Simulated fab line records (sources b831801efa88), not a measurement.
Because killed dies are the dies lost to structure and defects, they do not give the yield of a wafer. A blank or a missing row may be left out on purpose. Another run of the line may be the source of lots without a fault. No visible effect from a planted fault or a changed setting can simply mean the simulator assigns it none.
One fault seen from 2 desks || flow sky130 || numbers are kept per desk, each desk with only its own; the story behind them comes last

THE METROLOGY DESK
Means of the sampled wafers that have a number, per lot and without regard to the tool the lot ran on: this is what the gauges read. The brackets show how far a lot's mean lies from the usual mean; more than 4 standard deviations puts the lot out of limits, marked OUT.
Columns: A = POLY_GATE_CVD_03_THK at SKY_POLY_GATE_THK_MEAS_04, usual 74.7 nm; B = LDD_LDN_TW at SKY_LDD_LDN_TW_MEAS_13, usual 1476; C = cd nm at SKY_POLY_CUT_CD_MEAS_08, usual 269.8 nm; D = cd nm at SKY_SD_N_CD_MEAS_07, usual 379.9 nm
{"lot": "L610", "first seen here": "day 14 16:41", "A": 75.0, "B": 1470, "C": 269.7, "D": 379.3}
{"lot": "L611", "first seen here": "day 14 21:46", "A": 75.2, "B": 1471, "C": 270.2, "D": 379.2}
{"lot": "L612", "first seen here": "day 15 11:28", "A": 75.9, "B": 1480, "C": 269.1, "D": 384.9}
{"lot": "L613", "first seen here": "day 15 18:37", "A": 75.4, "B": 1486, "C": 268.3, "D": 379.2}
{"lot": "L616", "first seen here": "day 17 07:55", "A": 75.4, "B": 1496, "C": 269.1, "D": 377.4}
{"lot": "L623", "first seen here": "day 19 15:58", "A": 74.3, "B": 1456, "C": "-", "D": 381.4}
{"lot": "L624", "first seen here": "day 20 07:40", "A": 75.4, "B": 1484, "C": "-", "D": 381.5}
{"lot": "L625", "first seen here": "day 20 11:43", "A": 75.2, "B": 1455, "C": 271.3, "D": 381.7}
{"lot": "L626", "first seen here": "day 20 17:08", "A": 73.2, "B": 1495, "C": 269.6, "D": 381.8}
{"lot": "L629", "first seen here": "day 23 16:53", "A": 75.6, "B": 1454, "C": 269.5, "D": 378.8}
{"lot": "L633", "first seen here": "day 23 20:43", "A": 73.7, "B": 1473, "C": 270.5, "D": 379.3}
{"lot": "L630", "first seen here": "day 23 20:44", "A": 74.5, "B": 1451, "C": 271.2, "D": 379.5}
{"lot": "L632", "first seen here": "day 24 01:10", "A": 74.7, "B": 1476, "C": 269.2, "D": 380.8}
This desk's finding: nothing out of limits on any of the 13 lots.

TOOL OWNER'S DESK, krf scanner-02
The tool's own readings at SKY_POLY_CUT_EXPOSE_05 (exposes mask NPCM, target cd 270 nm): means of the sampled wafers that have a number, for each lot that ran on this tool. The brackets show how far a lot's mean lies from the usual mean; more than 4 standard deviations puts the lot out of limits, marked OUT.
Columns: A = focus offset nm at SKY_POLY_CUT_EXPOSE_05, usual 0.1 nm
{"lot": "L611", "first seen here": "day 23 04:13", "A": 0.3}
{"lot": "L612", "first seen here": "day 23 19:57", "A": 0.7}
{"lot": "L616", "first seen here": "day 25 15:41", "A": -0.8}
{"lot": "L623", "first seen here": "day 27 23:20", "A": 0.6}
{"lot": "L624", "first seen here": "day 28 13:03", "A": 0.3}
{"lot": "L629", "first seen here": "day 31 18:49", "A": -0.2}
{"lot": "L630", "first seen here": "day 31 23:23", "A": 0.1}
This desk's finding: nothing out of limits on any of the 7 lots.

ALL TOGETHER
The metrology desk saw nothing out of limits.
The tool owner's desk saw nothing out of limits.

WHAT HAD BEEN PUT IN BY THE SIMULATOR
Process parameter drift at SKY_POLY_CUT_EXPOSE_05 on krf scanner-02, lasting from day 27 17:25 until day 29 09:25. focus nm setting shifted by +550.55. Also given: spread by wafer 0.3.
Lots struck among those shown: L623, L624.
